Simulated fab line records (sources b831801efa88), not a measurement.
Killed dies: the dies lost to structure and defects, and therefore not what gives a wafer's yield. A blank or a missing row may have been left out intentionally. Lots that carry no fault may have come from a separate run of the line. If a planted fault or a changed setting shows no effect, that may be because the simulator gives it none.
A single fault, viewed from 2 desks + flow gf180mcu + every desk sees just its own numbers, and what lay behind them comes last

DESK OF THE TOOL OWNER: implanter-01
The tool's own readings at GF_HV_LDD_IMPLANT_35, given as means over the sampled wafers that have a number, one for each lot that went through this tool. If a lot's mean is further than 4 standard deviations from the usual mean, the lot is out of limits and carries the mark OUT (the distance appears in the brackets).
Columns: A = beamOnS at GF_HV_LDD_IMPLANT_35, usual 10.00 s; B = doseIonsCm2 at GF_HV_LDD_IMPLANT_35, usual 7.499e+12; C = rotationDeg at GF_HV_LDD_IMPLANT_35, usual 180.00 degrees
| lot  | first seen here | A     | B         | C                        |
|------|-----------------|-------|-----------|--------------------------|
| L201 | day 12 05:37    | 10.13 | 7.497e+12 | 180.00                   |
| L202 | day 12 10:46    | 10.05 | 7.513e+12 | 179.97                   |
| L206 | day 13 22:54    | 10.01 | 7.497e+12 | 180.01                   |
| L207 | day 14 00:49    | 10.01 | 7.501e+12 | 180.02                   |
| L208 | day 14 16:17    | 10.00 | 7.495e+12 | 180.02                   |
| L210 | day 15 02:35    | 10.13 | 7.498e+12 | 180.00                   |
| L211 | day 15 10:12    | 9.93  | 7.500e+12 | 179.91                   |
| L218 | day 17 19:44    | 10.01 | 7.501e+12 | 274.92 (+99 or more) OUT |
| L221 | day 18 19:45    | 10.16 | 7.489e+12 | 274.90 (+99 or more) OUT |
This desk finds L218, L221 out of limits, L218 being first, at day 17 19:44 (rotationDeg at GF_HV_LDD_IMPLANT_35). L201, L202, L206, L207, L208, L210, L211 stayed within limits.

FROM THE METROLOGY DESK
What the gauges read, lot by lot, whatever tool the lot ran on: means of the sampled wafers that have a number. If a lot's mean is further than 4 standard deviations from the usual mean, the lot is out of limits and carries the mark OUT (the distance appears in the brackets).
Columns: A = VT_IMPLANT_01_OVL at GF_VT_IMPLANT_OVL_MEAS_18, usual -0.1 nm; B = HV_LDD_01_OVL at GF_HV_LDD_OVL_MEAS_20, usual -0.7 nm
| lot  | first seen here | A    | B    |
|------|-----------------|------|------|
| L201 | day 6 19:30     | -3.4 | 0.1  |
| L202 | day 7 01:09     | -0.1 | -1.7 |
| L206 | day 8 02:13     | -0.9 | 1.3  |
| L207 | day 8 07:23     | -1.1 | -1.8 |
| L208 | day 8 17:53     | 0.5  | -1.9 |
| L209 | day 8 22:57     | 1.1  | -1.2 |
| L210 | day 9 05:24     | -1.4 | 0.6  |
| L211 | day 9 11:28     | -2.4 | -1.5 |
| L212 | day 9 15:19     | 0.0  | 0.3  |
| L217 | day 10 23:00    | -0.3 | -2.9 |
| L218 | day 11 06:59    | 2.0  | 0.1  |
| L220 | day 11 21:39    | -1.6 | 2.3  |
| L221 | day 12 01:33    | 0.5  | -1.3 |
This desk's verdict: no lot among the 13 shows anything out of limits.

PUT TOGETHER
The tool owner's desk could have raised an alarm at day 17 19:44, on L218, L221.
The metrology desk saw nothing out of limits.
The metrology desk holds a record of L218, L221, inside its limits.
Every lot named ran GF_HV_LDD_IMPLANT_35 on implanter-01.

WHAT THE SIMULATOR HAD PUT IN
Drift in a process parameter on implanter-01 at GF_HV_LDD_IMPLANT_35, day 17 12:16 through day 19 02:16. The setting rotationDeg was moved by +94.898, starting from 180. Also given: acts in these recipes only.
Shown lots that were struck: L218, L221.
How many hours passed from the start of the fault until each desk's first out-of-limits reading: the tool owner's desk, 7.
